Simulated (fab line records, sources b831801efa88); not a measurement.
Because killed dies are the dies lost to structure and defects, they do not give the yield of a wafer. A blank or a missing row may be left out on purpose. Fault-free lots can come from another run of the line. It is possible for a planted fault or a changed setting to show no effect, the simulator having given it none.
Problem report in the 8D (eight disciplines) form, filled by code :: flow gf180mcu :: the parts of the form that need people (team, actions taken, sign-off) are left out

## 1. THE PROBLEM
Wafers without a fault read 100.00 W, standard deviation 0.29; bias-w at GF_V1_ETCH_16 reads a mean of 96.82 W on 6 wafers belonging to 2 lots. Measured from the usual mean, that is -11 standard deviations.
The step: etches BARC in N2/H2.
First observed at day 20 14:44: wafer L656.1, on rie-diel-03. Wafers with a number at this step in the record: 39, from 13 lots. By rule, "out" or "out of limits" means more than 4 standard deviations away from the usual mean. Any other wafer with a number is counted as sound.

## 2. WHAT IT IS, WHAT IT ISN'T
question: which readings at this step
is: bias-w
is not: drypump-motor-current-A, h2-flow-sccm, oes-product-au

question: which lots
is: L656, L657
is not: L650, L651, L654, L655, L661, L665, L668, L669, L670, L671, L673

question: which wafers of those lots
is: all that have a number
is not: -

question: read on which tools
is: rie-diel-03
is not: rie-diel-01, rie-diel-02

question: when
is: from day 20 14:44
is not: up to then (12 sound wafers); but 21 sound wafers of L661, L665, L668, L669, L670, L671, L673 came after

## 3. WHAT RULES OUT EACH SUSPECT
Counting: any tool at a process step up to the reading is kept as a suspect provided that every lot that is out went through it and no sound lot did after the first of them.
- rie-diel-03 at GF_V1_ETCH_16 (etches BARC in N2/H2): ruled out as a lasting fault. The sound lots L668 went through it after L656, its earliest lot that is out (day 20 14:44).
Left after counting: nothing in the record.

## 4. THE CAUSE (what the simulator had put in)
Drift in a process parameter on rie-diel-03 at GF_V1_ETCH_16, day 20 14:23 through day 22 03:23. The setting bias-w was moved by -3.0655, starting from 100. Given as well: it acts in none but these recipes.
Counting ruled it out, wrongly.

## 5. THE CHAIN OF EFFECTS, in route order
Each row: a reading whose mean over the struck wafers that have a number lies more than 3 standard deviations from the usual. Only readings whose record carries a usual standard deviation are examined. hours: median over the lots of the time between each lot's start at the first step of this table that gives one and its start at this step. sigmas: the change, counted in usual standard deviations.
hours: 0
step: GF_V1_ETCH_16
reading: bias-w
usual: 100.00 W
on struck wafers: 96.82
change: -3.18
sigmas: -11
Here are the process steps it includes:
- GF_V1_ETCH_16: etches BARC in N2/H2.
At these later measuring or inspecting steps, every struck wafer for which the step has a row has a number for every such reading, and none has moved that far: GF_V2_THK_MEAS_03.

## 6. WHAT WOULD HAVE CAUGHT IT SOONER
0 hours passed between the start of the fault at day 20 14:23 and the first reading out of limits in this record, taken at day 20 14:44.
